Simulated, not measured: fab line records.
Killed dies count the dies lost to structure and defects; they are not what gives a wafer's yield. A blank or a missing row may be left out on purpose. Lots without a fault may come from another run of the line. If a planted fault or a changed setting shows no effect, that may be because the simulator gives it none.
A single fault, viewed from 2 desks -- flow gf180mcu -- what lay behind the numbers comes last; until then each desk has only its own

TOOL OWNER'S DESK, rie-si-01
The tool's own readings at GF_POLY_GATE_ETCH_13 (etches poly-Si in HBr/Cl2, stops on SiO2, target depth 198.5 nm, time 69.6 s): means of the sampled wafers that have a number, for each lot that ran on this tool. A lot is out of limits, marked OUT, if its mean lies more than 4 standard deviations from the usual mean; the brackets give that distance.
Columns: A = drypump-motor-current-A at GF_POLY_GATE_ETCH_13, usual 5.4 A; B = oes-product-au at GF_POLY_GATE_ETCH_13, usual 0.990 a.u.; C = throttle-valve-pct at GF_POLY_GATE_ETCH_13, usual 33.685 %
lot,first seen here,A,B,C
L487,day 9 11:57,5.4,0.983,33.686
L496,day 12 05:14,5.3,0.814 (-24) OUT,33.688
L497,day 12 11:05,5.3,0.818 (-23) OUT,33.696
L498,day 12 19:20,5.3,0.807 (-24) OUT,33.694
L509,day 15 22:51,5.4,0.982,33.680
This desk's verdict: out of limits on L496, L497, L498, starting with L496 at day 12 05:14 (oes-product-au at GF_POLY_GATE_ETCH_13). L487, L509: within limits.

METROLOGY DESK
What the gauges read for every lot (on any tool): the sampled wafers with a number, averaged. A lot is out of limits, marked OUT, if its mean lies more than 4 standard deviations from the usual mean; the brackets give that distance.
Columns: A = SALICIDE_TIN_RS at GF_SALICIDE_RS_MEAS_04, usual 16.15 ohm/sq
lot,first seen here,A
L486,day 15 00:22,16.11
L487,day 15 12:44,16.51
L489,day 16 05:20,16.08
L496,day 18 19:26,16.15
L497,day 19 04:02,15.94
L498,day 19 12:51,15.94
L500,day 20 03:06,16.49
L501,day 20 12:44,16.08
L502,day 20 20:35,16.08
L503,day 21 08:20,15.96
L505,day 21 23:44,15.93
L509,day 23 04:29,16.23
This desk's verdict: no lot among the 12 shows anything out of limits.

ALL TOGETHER
At day 12 05:14, on L496, L497, L498, the tool owner's desk was in a position to raise an alarm.
At the metrology desk, nothing out of limits was observed.
The metrology desk holds a record of L496, L497, L498, inside its limits.
On rie-si-01, each named lot ran GF_POLY_GATE_ETCH_13.

WHAT THE SIMULATOR HAD INSERTED
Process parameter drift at GF_POLY_GATE_ETCH_13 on rie-si-01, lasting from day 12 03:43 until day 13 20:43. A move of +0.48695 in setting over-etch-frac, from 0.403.
Struck lots among those shown: L496, L497, L498.
How many hours passed from the start of the fault until each desk's first out-of-limits reading: the tool owner's desk, 2.
